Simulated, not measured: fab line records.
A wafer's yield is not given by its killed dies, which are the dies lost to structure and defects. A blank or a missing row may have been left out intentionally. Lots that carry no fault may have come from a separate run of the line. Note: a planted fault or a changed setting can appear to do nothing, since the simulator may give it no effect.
Tool commonality check :: flow gf180mcu :: Lots sampled 12, wafers sampled 39

## REASON IT WAS OPENED
At GF_MVSD_TW_MEAS_11 the reading MVSD_TW is flagged on 1 of 12 lots. Fault-free wafers read 1576, with a standard deviation of 14.
Rule: a lot gets a flag if all its wafers with a number sit over 4 standard deviations from that mean, or if no wafer of it has a number. All remaining lots are regarded as sound.

lot: L558
measured: day 4 20:29
on: film metro-02
MVSD_TW, wafer by wafer: 1572 1563 1562
flag: 

lot: L560
measured: day 5 16:40
on: film metro-04
MVSD_TW, wafer by wafer: 1595 1598 1593
flag: 

lot: L561
measured: day 5 20:25
on: film metro-04
MVSD_TW, wafer by wafer: 1604 1585 1596
flag: 

lot: L563
measured: day 6 08:34
on: film metro-04
MVSD_TW, wafer by wafer: 1601 1591 1596
flag: 

lot: L564
measured: day 6 17:07
on: film metro-04
MVSD_TW, wafer by wafer: 1597 1592 1596
flag: 

lot: L565
measured: day 6 19:45
on: film metro-04
MVSD_TW, wafer by wafer: 1590 1590 1594
flag: 

lot: L567
measured: day 7 06:50
on: film metro-02
MVSD_TW, wafer by wafer: 1576 1565 1565
flag: 

lot: L568
measured: day 7 10:49
on: film metro-02
MVSD_TW, wafer by wafer: 30 30 30 30 30 30
flag: FLAGGED

lot: L576
measured: day 9 06:05
on: film metro-02
MVSD_TW, wafer by wafer: 1562 1554 1566
flag: 

lot: L577
measured: day 9 13:56
on: film metro-02
MVSD_TW, wafer by wafer: 1566 1559 1564
flag: 

lot: L578
measured: day 9 19:01
on: film metro-02
MVSD_TW, wafer by wafer: 1561 1563 1559
flag: 

lot: L579
measured: day 9 22:34
on: film metro-02
MVSD_TW, wafer by wafer: 1563 1568 1567
flag: 
Averaged over the flagged lots the numbers come to 30, -1546 from the usual (-99 or more standard deviations).

## EACH LOT AND THE TOOL IT RAN ON
The record holds 2 process steps before the reading, out of a route of 602 steps. Each cell gives the tool, then ch followed by the chambers the sampled wafers passed through, then the start.
lot: L558
flag: 
GF_MVSD_EXPOSE_04: iline stepper-02 ch 0, day 4 13:35
GF_MVSD_STRIP_10: plasma asher-01 ch 0,1, day 4 20:23

lot: L560
flag: 
GF_MVSD_EXPOSE_04: iline stepper-01 ch 0, day 5 08:41
GF_MVSD_STRIP_10: plasma asher-02 ch 0,1, day 5 16:34

lot: L561
flag: 
GF_MVSD_EXPOSE_04: iline stepper-02 ch 0, day 5 12:22
GF_MVSD_STRIP_10: plasma asher-01 ch 0,1, day 5 20:19

lot: L563
flag: 
GF_MVSD_EXPOSE_04: iline stepper-01 ch 0, day 6 00:30
GF_MVSD_STRIP_10: plasma asher-01 ch 0,1, day 6 08:28

lot: L564
flag: 
GF_MVSD_EXPOSE_04: iline stepper-01 ch 0, day 6 08:56
GF_MVSD_STRIP_10: plasma asher-02 ch 0,1, day 6 17:01

lot: L565
flag: 
GF_MVSD_EXPOSE_04: iline stepper-02 ch 0, day 6 12:42
GF_MVSD_STRIP_10: plasma asher-03 ch 0,1, day 6 19:39

lot: L567
flag: 
GF_MVSD_EXPOSE_04: iline stepper-01 ch 0, day 6 22:19
GF_MVSD_STRIP_10: plasma asher-03 ch 0,1, day 7 06:44

lot: L568
flag: FLAGGED
GF_MVSD_EXPOSE_04: iline stepper-02 ch 0, day 7 02:45
GF_MVSD_STRIP_10: plasma asher-02 ch 0,1, day 7 10:44

lot: L576
flag: 
GF_MVSD_EXPOSE_04: iline stepper-02 ch 0, day 8 22:01
GF_MVSD_STRIP_10: plasma asher-02 ch 0,1, day 9 05:59

lot: L577
flag: 
GF_MVSD_EXPOSE_04: iline stepper-01 ch 0, day 9 04:29
GF_MVSD_STRIP_10: plasma asher-03 ch 0,1, day 9 13:50

lot: L578
flag: 
GF_MVSD_EXPOSE_04: iline stepper-01 ch 0, day 9 10:26
GF_MVSD_STRIP_10: plasma asher-02 ch 0,1, day 9 18:55

lot: L579
flag: 
GF_MVSD_EXPOSE_04: iline stepper-01 ch 0, day 9 13:53
GF_MVSD_STRIP_10: plasma asher-02 ch 0,1, day 9 22:25
What these steps do:
- GF_MVSD_EXPOSE_04: exposes mask MVSD, target cd 1000 nm.
- GF_MVSD_STRIP_10: strips in O2/N2.
- GF_MVSD_TW_MEAS_11

## FLAGGED OVER TOTAL, TOOL BY TOOL (the gauges that took the reading come last)
step: GF_MVSD_EXPOSE_04
tool: iline stepper-01
lots run: 7
flagged: 0
share of the flagged lots: none
sound lots run after its first flagged lot: -

step: GF_MVSD_EXPOSE_04
tool: iline stepper-02
lots run: 5
flagged: 1
share of the flagged lots: all
sound lots run after its first flagged lot: 1 (L576)

step: GF_MVSD_STRIP_10
tool: plasma asher-01
lots run: 3
flagged: 0
share of the flagged lots: none
sound lots run after its first flagged lot: -

step: GF_MVSD_STRIP_10
tool: plasma asher-02
lots run: 6
flagged: 1
share of the flagged lots: all
sound lots run after its first flagged lot: 3 (L576,L578,L579)

step: GF_MVSD_STRIP_10
tool: plasma asher-03
lots run: 3
flagged: 0
share of the flagged lots: none
sound lots run after its first flagged lot: -

step: GF_MVSD_TW_MEAS_11
tool: film metro-02
lots run: 7
flagged: 1
share of the flagged lots: all
sound lots run after its first flagged lot: 4 (L576,L577,L578,L579)

step: GF_MVSD_TW_MEAS_11
tool: film metro-04
lots run: 5
flagged: 0
share of the flagged lots: none
sound lots run after its first flagged lot: -

## WHAT IS ALLOWED BY THE TABLE
Rows of the table that ran every flagged lot, 3 in all: iline stepper-02 at GF_MVSD_EXPOSE_04, plasma asher-02 at GF_MVSD_STRIP_10, film metro-02 at GF_MVSD_TW_MEAS_11.
- iline stepper-02 at GF_MVSD_EXPOSE_04: 1 of its 5 lots flagged. Sound lots ran on it after the first flagged one (L576), which a lasting fault on the whole tool wouldn't allow.
- plasma asher-02 at GF_MVSD_STRIP_10: 1 of its 6 lots flagged. Sound lots ran on it after the first flagged one (L576, L578, L579), which a lasting fault on the whole tool wouldn't allow.
- film metro-02 at GF_MVSD_TW_MEAS_11: 1 of its 7 lots flagged. Sound lots ran on it after the first flagged one (L576, L577, L578, L579), which a lasting fault on the whole tool wouldn't allow.
No row of the table ran every flagged lot and no sound lot after the first.

## WHAT THE SIMULATOR PUT IN
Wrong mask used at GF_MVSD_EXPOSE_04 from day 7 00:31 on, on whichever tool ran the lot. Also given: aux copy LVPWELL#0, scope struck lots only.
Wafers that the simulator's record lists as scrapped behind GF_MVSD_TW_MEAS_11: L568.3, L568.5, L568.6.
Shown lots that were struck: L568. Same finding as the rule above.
